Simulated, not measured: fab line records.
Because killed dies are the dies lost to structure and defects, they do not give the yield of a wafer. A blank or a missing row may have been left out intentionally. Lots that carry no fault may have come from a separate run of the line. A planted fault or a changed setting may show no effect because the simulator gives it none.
fab line records + flow gf180mcu
record:
- lots: 7
- wafers: 21
- last_day: 34
route steps=602 shown V2@398 M3@409
lots that met no fault: from a run of the same line without faults
start_h: hours from the record's first day to the start of the lot's first wafer shown + wait_h: time in hours since the lot's previous step + " unchanged from the row above + L1.1+2: a single row standing in for several wafers + - either no value or no given start + * or withheld: withheld + < > ~ a bound
route shown NAME@n: names a module that has steps shown in the file, with the first one's number in the route + usual: mean/standard deviation taken from wafers without a fault + same: alike in all rows + chamber/n: place in a boat + sites: readings site by site + _std_site: the standard deviation of these + _edge_site: outer sites' mean less inner sites' + radius_mm: for every site, how far away it sits from the centre of the wafer + mask NAME#n: copy n + behind: the most recent tool/chamber to have shaped the wafer + hold: cause of the lot's hold/its duration in hours/its outcome + device: transistor that didn't switch, given as n, p or np + end of line: the same wafers' tests at the end of the route + a step without rows: its recipe alone + killed: dies lost to structure and defects at the first sort, not the wafer's yield + map: per-die view of a wafer (x killed, . not killed, _ where there is no die)
set.NAME: setting as actually run; set.NAME@STEP: the setting as run at that earlier step + model.NAME: the simulator's own value behind a step, which no gauge read
a table for each step, a row for each wafer; lots at some steps of the route
services: the hour from which a tool's chamber was out of use, counted from the record's first day as start_h (under 0 if before that day), plus the number of hours and why
== steps ==
step: GF_V2_ETCH_16
recipe:
- chemistry: N2/H2
- target_depth_a: withheld
- overetch_a: withheld
- time_s: withheld
- target: BARC
- ion_energy_ev: 200
- source_w: 500
- bias_w: 100
- pressure_mtorr: 30
- n2_flow_sccm: 100
- h2_flow_sccm: 200
usual:
- drypump_motor_current_A: 5.34/0.27
- oes_product_au: 0.855/0.0042
- throttle_valve_pct: 13.225/0.0089
| lot.wafer | tool        | chamber | start_h | wait_h | drypump_motor_current_A | oes_product_au | throttle_valve_pct |
|-----------|-------------|---------|---------|--------|-------------------------|----------------|--------------------|
| L320.3    | rie_diel-02 | 3       | 517.61  | 0.0    | 5.34                    | 0.849          | 13.239             |
| L320.4    | "           | 2       | "       | "      | 4.98                    | 0.856          | 13.219             |
| L320.5    | "           | 3       | "       | "      | 5.37                    | 0.858          | 13.235             |
| L323.3    | rie_diel-01 | 0       | 545.79  | 0.0    | 5.26                    | 0.866          | 13.221             |
| L323.4    | "           | 1       | "       | "      | 5.50                    | 0.855          | 13.225             |
| L323.6    | "           | 0       | "       | "      | 5.29                    | 0.857          | 13.211             |
| L327.1    | rie_diel-01 | 2       | 576.39  | 0.0    | 5.23                    | 0.853          | 13.237             |
| L327.2    | "           | 1       | "       | "      | 5.51                    | 0.844          | 13.225             |
| L327.6    | "           | 1       | "       | "      | 5.49                    | 0.859          | 13.219             |
| L328.1    | rie_diel-02 | 2       | 585.61  | 0.0    | 4.99                    | 0.854          | 13.207             |
| L328.3    | "           | 1       | "       | "      | 5.97                    | 0.852          | 13.215             |
| L328.5    | "           | 0       | "       | "      | 5.46                    | 0.856          | 13.229             |
| L329.4    | rie_diel-02 | 0       | 594.04  | 0.0    | 5.45                    | 0.855          | 13.220             |
| L329.5    | "           | 2       | "       | "      | 4.96                    | 0.855          | 13.212             |
| L329.6    | "           | 3       | "       | "      | 5.38                    | 0.856          | 13.231             |
| L334.4    | rie_diel-02 | 1       | 626.96  | 0.0    | 5.97                    | 0.859          | 13.223             |
| L334.5    | "           | 0       | "       | "      | 5.45                    | 0.850          | 13.243             |
| L334.6    | "           | 3       | "       | "      | 5.33                    | 0.857          | 13.225             |
| L337.3    | rie_diel-04 | 1       | 649.95  | 0.0    | 5.52                    | 0.855          | 13.226             |
| L337.5    | "           | 3       | "       | "      | 5.39                    | 0.860          | 13.232             |
| L337.6    | "           | 0       | "       | "      | 4.90                    | 0.852          | 13.246             |
step: GF_V2_ETCH_17
recipe:
- chemistry: C4F8/O2/Ar
- mask_material: KrF
- target: SiO2
- stop_on: TiN
- source_w: 1500
- bias_w: 1200
- pressure_mtorr: 40
- c4f8_flow_sccm: withheld
- O2_flow_sccm: 6
- Ar_flow_sccm: 300
- time_s: withheld
- target_depth_a: 6300
step: GF_V2_STRIP_18
recipe:
- chemistry: O2/N2
- power_w: 1400
- pressure_mtorr: 1500
- platen_temp_c: 250
- o2_flow_sccm: 3000
- n2_flow_sccm: 300
- overash_fraction: 0.5
usual:
- drypump_motor_current_A: 5.7/0.39
- heater_power_w: 361/34
- oes_product_au: 0.594/0.005
same:
- overash_fraction: 0.5
| lot.wafer | tool            | chamber | start_h | wait_h | drypump_motor_current_A | heater_power_w | oes_product_au | rf_hours_counter_h |
|-----------|-----------------|---------|---------|--------|-------------------------|----------------|----------------|--------------------|
| L320.3    | plasma_asher-04 | 0       | 517.77  | -      | 5.1                     | 311            | 0.590          | -                  |
| L320.4    | "               | 1       | "       | "      | 5.4                     | 371            | 0.602          | -                  |
| L320.5    | "               | 1       | "       | "      | 5.4                     | 386            | 0.585          | -                  |
| L323.3    | plasma_asher-02 | 1       | 545.95  | -      | 6.3                     | 416            | 0.592          | -                  |
| L323.4    | "               | 0       | "       | "      | 5.8                     | 354            | 0.590          | -                  |
| L323.6    | "               | 1       | "       | "      | 6.3                     | 424            | 0.596          | -                  |
| L327.1    | plasma_asher-01 | 1       | 576.52  | -      | 5.8                     | 348            | 0.595          | 16                 |
| L327.2    | "               | 0       | "       | "      | 5.6                     | 345            | 0.593          | 16                 |
| L327.6    | "               | 1       | "       | "      | 5.8                     | 342            | 0.604          | -                  |
| L328.1    | plasma_asher-04 | 0       | 585.74  | -      | 5.1                     | 316            | 0.591          | 94                 |
| L328.3    | "               | 0       | "       | "      | 5.2                     | 322            | 0.591          | -                  |
| L328.5    | "               | 0       | "       | "      | 5.1                     | 306            | 0.597          | -                  |
| L329.4    | plasma_asher-01 | 1       | 594.20  | -      | 5.9                     | 337            | 0.588          | -                  |
| L329.5    | "               | 1       | "       | "      | 5.8                     | 345            | 0.602          | -                  |
| L329.6    | "               | 0       | "       | "      | 5.6                     | 346            | 0.595          | -                  |
| L334.4    | plasma_asher-02 | 1       | 627.12  | -      | 6.3                     | 415            | 0.587          | -                  |
| L334.5    | "               | 0       | "       | "      | 5.8                     | 355            | 0.593          | -                  |
| L334.6    | "               | 1       | "       | "      | 6.3                     | 416            | 0.592          | -                  |
| L337.3    | plasma_asher-02 | 0       | 650.12  | -      | 5.8                     | 342            | 0.592          | -                  |
| L337.5    | "               | 0       | "       | "      | 5.8                     | 356            | 0.591          | -                  |
| L337.6    | "               | 1       | "       | "      | 6.3                     | 417            | 0.606          | -                  |
step: GF_V2_STRIP_19
recipe:
- chemistry: post_etch_residue_remover
- time_s: 1200
- temp_c: 72.5
step: GF_V2_CLEAN_20
recipe:
- chemistry: DIW
- dry: n2_spin
step: GF_V2_SPUTTER_21
recipe:
- material: Ti
- target_thk_nm: 15
- chamber_pressure_pa: 5
- power_w: 2500
- substrate_temp_c: 200
- time_s: 80.02
step: GF_V2_SPUTTER_22
recipe:
- material: TiN
- target_thk_nm: 10
- chamber_pressure_pa: 5
- power_w: 4000
- time_s: 40
usual:
- cathode_dc_power_W: 4000.0/0.73
- chamber_pressure_pa: 4.998/0.0098
- throttle_valve_pct: 29.7/1.1
| lot.wafer | tool           | chamber | start_h | wait_h | cathode_dc_power_W | chamber_pressure_pa | throttle_valve_pct |
|-----------|----------------|---------|---------|--------|--------------------|---------------------|--------------------|
| L320.3    | pvd_sputter-01 | -       | 518.43  | 0.0    | 3999.1             | 5.003               | 28.2               |
| L320.4    | "              | -       | "       | "      | 3999.6             | 4.980               | 29.8               |
| L320.5    | "              | -       | "       | "      | 3999.8             | 4.992               | 28.1               |
| L323.3    | pvd_sputter-02 | -       | 546.52  | 0.0    | 4000.9             | 4.993               | 30.7               |
| L323.4    | "              | -       | "       | "      | 4000.8             | 5.014               | 29.4               |
| L323.6    | "              | -       | "       | "      | 4000.9             | 4.990               | 29.4               |
| L327.1    | pvd_sputter-02 | -       | 577.46  | 0.0    | 3999.3             | 5.005               | 30.8               |
| L327.2    | "              | -       | "       | "      | 4000.1             | 5.001               | 29.3               |
| L327.6    | "              | -       | "       | "      | 3999.8             | 5.011               | 28.3               |
| L328.1    | pvd_sputter-04 | -       | 586.34  | 0.0    | 3999.9             | 5.017               | 30.7               |
| L328.3    | "              | -       | "       | "      | 3999.7             | 5.003               | 28.7               |
| L328.5    | "              | -       | "       | "      | 4001.1             | 5.011               | 30.0               |
| L329.4    | pvd_sputter-01 | -       | 594.81  | 0.0    | 3999.7             | 5.002               | 29.6               |
| L329.5    | "              | -       | "       | "      | 4000.4             | 5.006               | 27.9               |
| L329.6    | "              | -       | "       | "      | 3999.2             | 4.991               | 29.9               |
| L334.4    | pvd_sputter-01 | -       | 627.72  | 0.0    | 3999.8             | 4.998               | 29.4               |
| L334.5    | "              | -       | "       | "      | 4001.0             | 5.014               | 29.8               |
| L334.6    | "              | -       | "       | "      | 4000.0             | 5.012               | 30.6               |
| L337.3    | pvd_sputter-02 | -       | 650.68  | 0.0    | 4000.7             | 4.999               | 28.2               |
| L337.5    | "              | -       | "       | "      | 4000.3             | 5.007               | 29.4               |
| L337.6    | "              | -       | "       | "      | 4000.0             | 4.984               | 30.8               |
step: GF_V2_CVD_23
recipe:
- material: W
- target_thk_nm: 350
- time_s: 104.94
- temp_c: 400
- pressure_torr: 40
step: GF_V2_RS_MEAS_24
recipe:
- thk_meas_gauge: four-point-probe
- reads: W_of_V2_CVD_23+TiN_of_V2_SPUTTER_22+Ti_of_V2_SPUTTER_21
usual:
- V2_W_RS: 0.327/0.0036
| lot.wafer | tool          | chamber | start_h | wait_h | V2_W_RS[ohm/sq] |
|-----------|---------------|---------|---------|--------|-----------------|
| L320.3    | film_metro-04 | -       | 518.62  | 0.1    | 0.322           |
| L320.4    | "             | -       | "       | "      | 0.323           |
| L320.5    | "             | -       | "       | "      | 0.324           |
| L323.3    | film_metro-03 | -       | 546.72  | 0.1    | 0.332           |
| L323.4    | "             | -       | "       | "      | 0.329           |
| L323.6    | "             | -       | "       | "      | 0.330           |
| L327.1    | film_metro-04 | -       | 577.61  | 0.1    | 0.328           |
| L327.2    | "             | -       | "       | "      | 0.323           |
| L327.6    | "             | -       | "       | "      | 0.324           |
| L328.1    | film_metro-03 | -       | 586.49  | 0.1    | 0.327           |
| L328.3    | "             | -       | "       | "      | 0.325           |
| L328.5    | "             | -       | "       | "      | 0.325           |
| L329.4    | film_metro-04 | -       | 595.03  | 0.1    | 0.327           |
| L329.5    | "             | -       | "       | "      | 0.324           |
| L329.6    | "             | -       | "       | "      | 0.326           |
| L334.4    | film_metro-03 | -       | 627.94  | 0.1    | 0.328           |
| L334.5    | "             | -       | "       | "      | 0.327           |
| L334.6    | "             | -       | "       | "      | 0.330           |
| L337.3    | film_metro-04 | -       | 650.87  | 0.1    | 0.327           |
| L337.5    | "             | -       | "       | "      | 0.324           |
| L337.6    | "             | -       | "       | "      | 0.326           |
step: GF_V2_THK_MEAS_25
recipe:
- thk_meas_gauge: xrf
- reads: W_of_V2_CVD_23
usual:
- V2_W_THK: 354/4.7
| lot.wafer | tool          | chamber | start_h | wait_h | V2_W_THK[nm] |
|-----------|---------------|---------|---------|--------|--------------|
| L320.3    | film_metro-04 | -       | 518.72  | 0.1    | 358          |
| L320.4    | "             | -       | "       | "      | 354          |
| L320.5    | "             | -       | "       | "      | 354          |
| L323.3    | film_metro-03 | -       | 546.82  | 0.1    | 345          |
| L323.4    | "             | -       | "       | "      | 349          |
| L323.6    | "             | -       | "       | "      | 346          |
| L327.1    | film_metro-04 | -       | 577.73  | 0.1    | 348          |
| L327.2    | "             | -       | "       | "      | 356          |
| L327.6    | "             | -       | "       | "      | 354          |
| L328.1    | film_metro-03 | -       | 586.61  | 0.1    | 352          |
| L328.3    | "             | -       | "       | "      | 353          |
| L328.5    | "             | -       | "       | "      | 354          |
| L329.4    | film_metro-04 | -       | 595.12  | 0.1    | 351          |
| L329.5    | "             | -       | "       | "      | 354          |
| L329.6    | "             | -       | "       | "      | 352          |
| L334.4    | film_metro-03 | -       | 628.03  | 0.1    | 356          |
| L334.5    | "             | -       | "       | "      | 354          |
| L334.6    | "             | -       | "       | "      | 350          |
| L337.3    | film_metro-04 | -       | 650.97  | 0.1    | 356          |
| L337.5    | "             | -       | "       | "      | 358          |
| L337.6    | "             | -       | "       | "      | 356          |
step: GF_V2_CMP_26
recipe:
- stop_on: SiO2
- down_force_psi: 3.5
- platen_rpm: 60
- t_overpolish_s: 15
- target_thk_nm: 0
- pad_velocity_m_s: 0.94248
step: GF_M3_SPUTTER_00
recipe:
- material: Ti
- target_thk_nm: 37.5
- arriving_ion_energy_ev: 80
- substrate_temp_c: 200
- chamber_pressure_pa: 2
- power_w: 4000
- time_s: 150
step: GF_M3_SPUTTER_01
recipe:
- material: TiN
- target_thk_nm: 30
- power_w: 6500
- time_s: 25
- chamber_pressure_pa: 0.4
usual:
- cathode_dc_power_W: 6500.0/1.2
- chamber_pressure_pa: 0.3999/0.00076
- throttle_valve_pct: 29.9/1.1
| lot.wafer | tool           | chamber | start_h | wait_h | cathode_dc_power_W | chamber_pressure_pa | throttle_valve_pct |
|-----------|----------------|---------|---------|--------|--------------------|---------------------|--------------------|
| L320.3    | pvd_sputter-02 | -       | 519.16  | 0.1    | 6499.7             | 0.4017              | 30.7               |
| L320.4    | "              | -       | "       | "      | 6499.2             | 0.3999              | 30.8               |
| L320.5    | "              | -       | "       | "      | 6501.0             | 0.3995              | 28.5               |
| L323.3    | pvd_sputter-03 | -       | 547.26  | 0.1    | 6501.8             | 0.4001              | 30.4               |
| L323.4    | "              | -       | "       | "      | 6499.9             | 0.4001              | 31.2               |
| L323.6    | "              | -       | "       | "      | 6500.4             | 0.3989              | 29.8               |
| L327.1    | pvd_sputter-04 | -       | 578.19  | 0.1    | -                  | -                   | -                  |
| L327.2    | "              | -       | "       | "      | -                  | -                   | -                  |
| L327.6    | "              | -       | "       | "      | -                  | -                   | -                  |
| L328.1    | pvd_sputter-03 | -       | 587.07  | 0.1    | -                  | -                   | -                  |
| L328.3    | "              | -       | "       | "      | -                  | -                   | -                  |
| L328.5    | "              | -       | "       | "      | -                  | -                   | -                  |
| L329.4    | pvd_sputter-04 | -       | 595.55  | 0.1    | -                  | -                   | -                  |
| L329.5    | "              | -       | "       | "      | -                  | -                   | -                  |
| L329.6    | "              | -       | "       | "      | -                  | -                   | -                  |
| L334.4    | pvd_sputter-04 | -       | 628.46  | 0.1    | 6501.2             | 0.4004              | 30.7               |
| L334.5    | "              | -       | "       | "      | 6500.5             | 0.3995              | 28.4               |
| L334.6    | "              | -       | "       | "      | 6499.3             | 0.4013              | 30.2               |
| L337.3    | pvd_sputter-04 | -       | 651.41  | 0.1    | 6500.2             | 0.4000              | 31.5               |
| L337.5    | "              | -       | "       | "      | 6499.5             | 0.4016              | 31.7               |
| L337.6    | "              | -       | "       | "      | 6498.8             | 0.4003              | 30.3               |
step: GF_M3_SPUTTER_02
recipe:
- material: AlCu
- target_thk_nm: 450
- power_w: 10600
- time_s: 23.9
- chamber_pressure_pa: 0.4
usual:
- cathode_dc_power_W: 10600/2.1
- chamber_pressure_pa: 0.4000/0.0008
- throttle_valve_pct: 29.9/1.1
| lot.wafer | tool           | chamber | start_h | wait_h | cathode_dc_power_W | chamber_pressure_pa | throttle_valve_pct |
|-----------|----------------|---------|---------|--------|--------------------|---------------------|--------------------|
| L320.3    | pvd_sputter-02 | -       | 519.19  | 0.0    | 10599              | 0.3996              | 30.7               |
| L320.4    | "              | -       | "       | "      | 10600              | 0.4005              | 30.7               |
| L320.5    | "              | -       | "       | "      | 10600              | 0.4017              | 28.5               |
| L323.3    | pvd_sputter-03 | -       | 547.29  | 0.0    | 10598              | 0.3990              | 30.6               |
| L323.4    | "              | -       | "       | "      | 10597              | 0.4008              | 31.4               |
| L323.6    | "              | -       | "       | "      | 10600              | 0.3997              | 29.9               |
| L327.1    | pvd_sputter-04 | -       | 578.22  | 0.0    | 10602              | 0.3991              | 30.1               |
| L327.2    | "              | -       | "       | "      | 10600              | 0.4011              | 31.7               |
| L327.6    | "              | -       | "       | "      | 10604              | 0.4006              | 31.5               |
| L328.1    | pvd_sputter-03 | -       | 587.10  | 0.0    | 10601              | 0.4003              | 30.0               |
| L328.3    | "              | -       | "       | "      | 10600              | 0.4008              | 31.1               |
| L328.5    | "              | -       | "       | "      | 10600              | 0.3999              | 31.4               |
| L329.4    | pvd_sputter-04 | -       | 595.58  | 0.0    | 10601              | 0.3997              | 30.7               |
| L329.5    | "              | -       | "       | "      | 10600              | 0.3998              | 29.8               |
| L329.6    | "              | -       | "       | "      | 10601              | 0.4007              | 28.4               |
| L334.4    | pvd_sputter-04 | -       | 628.49  | 0.0    | 10599              | 0.3992              | 30.6               |
| L334.5    | "              | -       | "       | "      | 10603              | 0.4004              | 28.2               |
| L334.6    | "              | -       | "       | "      | 10597              | 0.3995              | 30.6               |
| L337.3    | pvd_sputter-04 | -       | 651.44  | 0.0    | 10603              | 0.4010              | 31.6               |
| L337.5    | "              | -       | "       | "      | 10603              | 0.4002              | 31.6               |
| L337.6    | "              | -       | "       | "      | 10599              | 0.3992              | 30.5               |
step: GF_M3_SPUTTER_03
recipe:
- material: Ti
- target_thk_nm: 10
- substrate_temp_c: 300
- chamber_pressure_pa: 0.3
- power_w: 3000
- time_s: 6.7
usual:
- cathode_dc_power_W: 3000.1/0.53
- chamber_pressure_pa: 0.3000/0.00057
- throttle_valve_pct: 29.9/1.1
| lot.wafer | tool           | chamber | start_h | wait_h | cathode_dc_power_W | chamber_pressure_pa | throttle_valve_pct |
|-----------|----------------|---------|---------|--------|--------------------|---------------------|--------------------|
| L320.3    | pvd_sputter-02 | -       | 519.22  | 0.0    | 2999.1             | 0.3008              | 30.7               |
| L320.4    | "              | -       | "       | "      | 3000.0             | 0.3000              | 30.7               |
| L320.5    | "              | -       | "       | "      | 3000.3             | 0.2990              | 28.4               |
| L323.3    | pvd_sputter-03 | -       | 547.32  | 0.0    | 2999.9             | 0.2994              | 30.9               |
| L323.4    | "              | -       | "       | "      | 3000.5             | 0.2995              | 31.6               |
| L323.6    | "              | -       | "       | "      | 2998.8             | 0.3002              | 29.6               |
| L327.1    | pvd_sputter-04 | -       | 578.25  | 0.0    | 3000.2             | 0.2998              | 30.0               |
| L327.2    | "              | -       | "       | "      | 3000.7             | 0.2994              | 31.6               |
| L327.6    | "              | -       | "       | "      | 2999.4             | 0.3004              | 31.4               |
| L328.1    | pvd_sputter-03 | -       | 587.13  | 0.0    | 2999.6             | 0.3006              | 29.8               |
| L328.3    | "              | -       | "       | "      | 3000.8             | 0.2989              | 31.2               |
| L328.5    | "              | -       | "       | "      | 2999.3             | 0.2987              | 31.3               |
| L329.4    | pvd_sputter-04 | -       | 595.61  | 0.0    | 2999.9             | 0.3006              | 30.5               |
| L329.5    | "              | -       | "       | "      | 3000.3             | 0.3011              | 30.1               |
| L329.6    | "              | -       | "       | "      | 3000.9             | 0.2996              | 28.6               |
| L334.4    | pvd_sputter-04 | -       | 628.52  | 0.0    | 3000.4             | 0.3011              | 30.6               |
| L334.5    | "              | -       | "       | "      | 3000.6             | 0.2997              | 28.5               |
| L334.6    | "              | -       | "       | "      | 2999.8             | 0.3006              | 30.4               |
| L337.3    | pvd_sputter-04 | -       | 651.47  | 0.0    | 2999.8             | 0.3004              | 31.4               |
| L337.5    | "              | -       | "       | "      | 3000.3             | 0.3005              | 31.6               |
| L337.6    | "              | -       | "       | "      | 3001.0             | 0.2999              | 30.4               |
step: GF_M3_SPUTTER_04
recipe:
- material: TiN
- target_thk_nm: 50
- power_w: 6500
- time_s: 41.7
- chamber_pressure_pa: 0.4
step: GF_M3_DEHYDRATE_07
recipe:
- temp_c: 200
- time_s: 60
step: GF_M3_HMDS_08
recipe:
- prime_time_s: 60
- prime_temp_c: 120
step: GF_M3_COAT_09
recipe:
- resist: KrF
- spin_rpm: withheld
- resist_thk_nm: 1000
step: GF_M3_SOFTBAKE_10
recipe:
- temp_c: 130
- time_s: 60
- resist: KrF
step: GF_M3_EXPOSE_11
recipe:
- mask_id: Metal3
- target_cd_nm: 280
- na: 0.68
- source_shape: conventional
- sigma_outer: 0.6
- dose_mj: 28
step: GF_M3_PEB_12
recipe:
- peb_temp_c: 135
- peb_time_s: 90
- resist: KrF
step: GF_M3_DEVELOP_13
recipe:
- develop_time_s: 60
- dev_temp_c: 21
step: GF_M3_CD_MEAS_14
recipe:
- target_cd_nm: 280
usual:
- cd_nm: 280.2/1.4
| lot.wafer | tool      | chamber | start_h | wait_h | cd_nm |
|-----------|-----------|---------|---------|--------|-------|
| L320.3    | cd_sem-01 | -       | 541.90  | 0.1    | 281.2 |
| L320.4    | "         | -       | "       | "      | 282.1 |
| L320.5    | "         | -       | "       | "      | 281.5 |
| L323.3    | cd_sem-02 | -       | 569.40  | 0.1    | 281.4 |
| L323.4    | "         | -       | "       | "      | 280.1 |
| L323.6    | "         | -       | "       | "      | 281.4 |
| L327.1    | cd_sem-02 | -       | 599.56  | 0.1    | 280.0 |
| L327.2    | "         | -       | "       | "      | 280.6 |
| L327.6    | "         | -       | "       | "      | 280.9 |
| L328.1    | cd_sem-01 | -       | 607.85  | 0.1    | 277.5 |
| L328.3    | "         | -       | "       | "      | 278.0 |
| L328.5    | "         | -       | "       | "      | 278.3 |
| L329.4    | cd_sem-02 | -       | 616.26  | 0.1    | 279.0 |
| L329.5    | "         | -       | "       | "      | 280.1 |
| L329.6    | "         | -       | "       | "      | 280.1 |
| L334.4    | cd_sem-01 | -       | 648.85  | 0.1    | 279.0 |
| L334.5    | "         | -       | "       | "      | 280.2 |
| L334.6    | "         | -       | "       | "      | 280.5 |
| L337.3    | cd_sem-01 | -       | 670.32  | 0.1    | 278.3 |
| L337.5    | "         | -       | "       | "      | 278.7 |
| L337.6    | "         | -       | "       | "      | 279.6 |
step: GF_M3_OVL_MEAS_15
usual:
- M3_OVL: -1/6.2
| lot.wafer | tool       | chamber | start_h | wait_h | M3_OVL[nm] |
|-----------|------------|---------|---------|--------|------------|
| L320.3    | overlay-02 | -       | 541.99  | 0.1    | -10        |
| L320.4    | "          | -       | "       | "      | -18        |
| L320.5    | "          | -       | "       | "      | 6          |
| L323.3    | overlay-02 | -       | 569.49  | 0.1    | 6          |
| L323.4    | "          | -       | "       | "      | 5          |
| L323.6    | "          | -       | "       | "      | 2          |
| L327.1    | overlay-02 | -       | 599.68  | 0.1    | 2          |
| L327.2    | "          | -       | "       | "      | 3          |
| L327.6    | "          | -       | "       | "      | 0          |
| L328.1    | overlay-02 | -       | 607.97  | 0.1    | -4         |
| L328.3    | "          | -       | "       | "      | -1         |
| L328.5    | "          | -       | "       | "      | 3          |
| L329.4    | overlay-01 | -       | 616.34  | 0.1    | -3         |
| L329.5    | "          | -       | "       | "      | 0          |
| L329.6    | "          | -       | "       | "      | 6          |
| L334.4    | overlay-02 | -       | 648.92  | 0.1    | -5         |
| L334.5    | "          | -       | "       | "      | 2          |
| L334.6    | "          | -       | "       | "      | 4          |
| L337.3    | overlay-01 | -       | 670.42  | 0.1    | -6         |
| L337.5    | "          | -       | "       | "      | -3         |
| L337.6    | "          | -       | "       | "      | -5         |
step: GF_M3_METAL_ETCH_16
recipe:
- chemistry: Cl2/BCl3
- mask_material: KrF
- target_depth_nm: 627.5
- stop_on: SiO2
- pressure_mtorr: 8
- icp_w: 800
- bias_w: 140
- Cl2_flow_sccm: 80
- bcl3_flow_sccm: 40
- time_s: 104.6
usual:
- drypump_motor_current_A: 5.5/0.43
- oes_product_au: 0.973/0.0068
- throttle_valve_pct: 28.249/0.011
| lot.wafer | tool         | chamber | start_h | wait_h | drypump_motor_current_A | oes_product_au | rf_hours_counter_h | throttle_valve_pct |
|-----------|--------------|---------|---------|--------|-------------------------|----------------|--------------------|--------------------|
| L320.3    | rie_metal-04 | 0       | 542.05  | 0.1    | 5.5                     | 0.976          | -                  | 28.241             |
| L320.4    | "            | 1       | "       | "      | 6.2                     | 0.981          | -                  | 28.235             |
| L320.5    | "            | 0       | "       | "      | 5.5                     | 0.973          | -                  | 28.257             |
| L323.3    | rie_metal-04 | 1       | 569.55  | 0.1    | 6.2                     | 0.980          | -                  | 28.251             |
| L323.4    | "            | 0       | "       | "      | 5.5                     | 0.981          | -                  | 28.229             |
| L323.6    | "            | 1       | "       | "      | 6.2                     | 0.961          | -                  | 28.247             |
| L327.1    | rie_metal-01 | 1       | 599.71  | 0.0    | 5.3                     | 0.948          | 3                  | 28.261             |
| L327.2    | "            | 0       | "       | "      | 5.0                     | 0.955          | 0                  | 28.277             |
| L327.6    | "            | 0       | "       | "      | 5.0                     | 0.952          | -                  | 28.259             |
| L328.1    | rie_metal-04 | 0       | 608.01  | 0.0    | 5.5                     | 0.946          | 3                  | 28.262             |
| L328.3    | "            | 0       | "       | "      | 5.5                     | 0.942          | -                  | 28.280             |
| L328.5    | "            | 0       | "       | "      | 5.5                     | 0.950          | -                  | 28.272             |
| L329.4    | rie_metal-04 | 0       | 616.39  | 0.0    | 5.5                     | 0.952          | -                  | 28.269             |
| L329.5    | "            | 0       | "       | "      | 5.5                     | 0.947          | -                  | 28.271             |
| L329.6    | "            | 1       | "       | "      | 6.2                     | 0.951          | -                  | 28.259             |
| L334.4    | rie_metal-01 | 1       | 648.98  | 0.0    | 5.3                     | 0.975          | -                  | 28.254             |
| L334.5    | "            | 0       | "       | "      | 5.0                     | 0.980          | -                  | 28.236             |
| L334.6    | "            | 1       | "       | "      | 5.3                     | 0.978          | -                  | 28.245             |
| L337.3    | rie_metal-02 | 1       | 670.48  | 0.1    | 5.1                     | 0.971          | -                  | 28.242             |
| L337.5    | "            | 0       | "       | "      | 5.5                     | 0.976          | -                  | 28.258             |
| L337.6    | "            | 1       | "       | "      | 5.1                     | 0.972          | -                  | 28.249             |
step: GF_M3_STRIP_17
recipe:
- chemistry: O2/N2
- power_w: 1400
- pressure_mtorr: 1500
- platen_temp_c: 250
- o2_flow_sccm: 3000
- n2_flow_sccm: 300
- overash_fraction: 0.5
== services ==
| tool            | chamber | start_h | hours | kind   |
|-----------------|---------|---------|-------|--------|
| pvd_sputter-01  | -       | 494.22  | 2.5   | repair |
| rie_diel-01     | 3       | 497.55  | 4.2   | repair |
| rie_diel-04     | 0       | 511.13  | 2.4   | repair |
| rie_diel-02     | 1       | 514.09  | 4.0   | repair |
| plasma_asher-02 | -       | 521.52  | 4.3   | pm     |
| rie_diel-02     | -       | 522.15  | 2.8   | pm     |
| rie_diel-02     | 1       | 525.28  | 7.0   | repair |
| rie_diel-01     | -       | 529.94  | 0.4   | repair |
| rie_diel-02     | 3       | 530.84  | 2.8   | repair |
| rie_diel-04     | 3       | 535.90  | 2.5   | repair |
| rie_metal-02    | -       | 540.60  | 0.7   | repair |
| pvd_sputter-02  | -       | 546.71  | 1.0   | repair |
| pvd_sputter-04  | -       | 548.40  | 0.5   | repair |
| rie_diel-01     | 1       | 551.85  | 10.9  | repair |
| rie_diel-02     | 3       | 571.98  | 1.5   | repair |
| plasma_asher-04 | -       | 575.88  | 1.5   | repair |
| rie_metal-04    | 1       | 578.66  | 4.7   | repair |
| rie_metal-04    | 0       | 579.55  | 28.3  | repair |
| pvd_sputter-02  | -       | 595.48  | 3.9   | repair |
| plasma_asher-01 | -       | 597.17  | 2.8   | pm     |
| rie_diel-02     | 2       | 599.29  | 1.9   | repair |
| plasma_asher-01 | -       | 606.27  | 62.7  | repair |
| pvd_sputter-01  | -       | 625.71  | 1.8   | repair |
| rie_metal-01    | -       | 630.38  | 2.8   | pm     |
== key ==
first_sign:
- step: GF_M3_SPUTTER_01
- reading: tool_record
- direction: missing
effect:
- step: GF_M3_METAL_ETCH_16
- reading: oes_product_au
- direction: down
- sigmas: 3.4
- usual: 0.973
- struck: 0.949
met_at GF_M3_SPUTTER_01
struck_wafers L327.1,L327.2,L327.6,L328.1,L328.3,L328.5,L329.4,L329.5,L329.6
later_rows_left_out L327.1,L327.2,L327.6,L328.1,L328.3,L328.5,L329.4,L329.5,L329.6
sort_left_out L327.1,L327.2,L327.6,L328.1,L328.3,L328.5,L329.4,L329.5,L329.6
onset_between 547.26 578.19
fault:
- kind: skipped_step_whole
- tool: pvd_sputter-03,pvd_sputter-04
- chamber: -
- onset_h: 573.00
- steps: GF_M3_SPUTTER_01
- scope: struck_lots_only
sort_left_out: the simulated sort isn't trusted on such a fault, so these wafers' sort isn't shown, and their yield isn't known
later_rows_left_out: the simulator's readings of these wafers behind a module that went badly wrong aren't trusted and aren't shown, but for the sort
